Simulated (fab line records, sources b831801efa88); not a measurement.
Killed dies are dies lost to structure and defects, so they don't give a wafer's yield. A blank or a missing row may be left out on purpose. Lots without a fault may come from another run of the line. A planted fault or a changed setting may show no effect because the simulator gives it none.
Chamber matching | flow sky130 | SKY_PASSIVATION_CVD_00 on pecvd-02: 3 sister chambers
The step deposits SiO2, target thk 90 nm. 3 wafers are shown with their chamber, then 7 later ones without.

WAFERS WITH THEIR CHAMBER
wafer  | chamber | heater_power_w (W)
L088.5 | 0       | 687
L090.1 | 1       | 735
L090.2 | 2       | 583

WAFERS WITHOUT THEIR CHAMBER
wafer  | heater_power_w (W)
L090.3 | 754
L095.1 | 592
L095.4 | 704
L095.6 | 598
L097.1 | 583
L097.3 | 676
L097.5 | 677

WHICH CHAMBER EACH WENT THROUGH
wafer  | from the rows above     | in truth
L090.3 | 1                       | 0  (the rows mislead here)
L095.1 | 2                       | 2
L095.4 | can't be placed: 0 or 1 | 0
L095.6 | 2                       | 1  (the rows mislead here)
L097.1 | 2                       | 2
L097.3 | 0                       | 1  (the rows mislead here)
L097.5 | 0                       | 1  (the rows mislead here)
Placed correctly: 2 of 7. Can't be placed from these rows: 1 (the true chamber is among the candidates in 1). Placed wrongly: 4.
How it was worked out, from the rows above alone: a wafer's distance from a chamber is the root of the sum, over the readings, of the square of ((its reading less the chamber's mean) divided by the reading's scatter). The wafer belongs to the nearest chamber; if the next one is less than 2 further off, it can't be placed. A chamber's mean is the mean of its shown wafers. The scatter: with one shown wafer a chamber, the root of the mean of the squares of how far each hidden wafer lies from its nearest shown one.
